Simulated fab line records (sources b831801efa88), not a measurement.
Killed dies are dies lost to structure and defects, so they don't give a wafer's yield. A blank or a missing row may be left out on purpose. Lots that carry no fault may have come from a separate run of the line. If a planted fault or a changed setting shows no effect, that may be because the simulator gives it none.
One fault through the eyes of 2 desks ; flow sky130 ; numbers are kept per desk, each desk with only its own; the story behind them comes last

== FROM THE METROLOGY DESK ==
What the gauges read for every lot (on any tool): the sampled wafers with a number, averaged. A lot is out of limits, marked OUT, if its mean lies more than 4 standard deviations from the usual mean; the brackets give that distance.
Columns: A = METAL1_ALCU_THK at SKY_METAL1_THK_MEAS_06, usual 251.5 nm; B = VIA1_W_RS at SKY_VIA1_RS_MEAS_22, usual 0.424 ohm/sq; C = VIA1_W_THK at SKY_VIA1_THK_MEAS_23, usual 275 nm
lot;first seen here;A;B;C
L904;day 32 12:02;248.1;0.423;272
L905;day 32 19:07;249.6;0.420;278
L910;day 34 11:28;248.6;0.419;279
L915;day 36 06:32;251.6;0.403 (-4.3) OUT;288
L916;day 36 08:46;253.5;0.401 (-4.8) OUT;287
L917;day 36 22:55;250.8;0.426;274
L919;day 37 06:35;250.2;0.428;270
L922;day 38 10:47;254.8;0.421;276
L924;day 38 16:12;250.7;0.419;277
L926;day 39 09:22;253.0;0.429;274
L927;day 39 17:49;250.6;0.432;272
Finding of this desk: L915, L916 out of limits, first seen on L915 at day 38 13:35 (VIA1_W_RS at SKY_VIA1_RS_MEAS_22). Within limits: L904, L905, L910, L917, L919, L922, L924, L926, L927.

== THE TOOL OWNER'S DESK: cvdW-02 ==
The tool's own readings at SKY_VIA1_CVD_21 (deposits W, target thk 270 nm, time 80.902 s): means of the sampled wafers that have a number, for each lot that ran on this tool. A lot is out of limits, marked OUT, if its mean lies more than 4 standard deviations from the usual mean; the brackets give that distance.
Columns: A = chamberPressureTorr at SKY_VIA1_CVD_21, usual 40.00 Torr; B = heaterPowerW at SKY_VIA1_CVD_21, usual 877 W
lot;first seen here;A;B
L904;day 34 21:40;40.00;878
L905;day 35 04:49;40.00;838
L910;day 36 19:21;39.94;840
L915;day 38 13:29;43.94 (+46) OUT;857
L916;day 38 15:43;43.85 (+45) OUT;852
L927;day 41 21:43;39.99;818
Finding of this desk: L915, L916 out of limits; the first was L915 at day 38 13:29, on chamberPressureTorr at SKY_VIA1_CVD_21. Within limits: L904, L905, L910, L927.

== ALL TOGETHER ==
At day 38 13:29, on L915, L916, the tool owner's desk was in a position to raise an alarm.
An alarm was possible from the metrology desk at day 38 13:35, on L915, L916.
Of the lots named, all ran SKY_VIA1_CVD_21 on cvdW-02.

== WHAT THE SIMULATOR HAD PUT IN ==
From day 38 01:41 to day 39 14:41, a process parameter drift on cvdW-02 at SKY_VIA1_CVD_21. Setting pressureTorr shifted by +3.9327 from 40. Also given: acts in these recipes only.
Struck lots among those shown: L915, L916.
Time in hours from fault onset to the first out-of-limits reading at each desk: tool owner's desk 12, metrology desk 12.
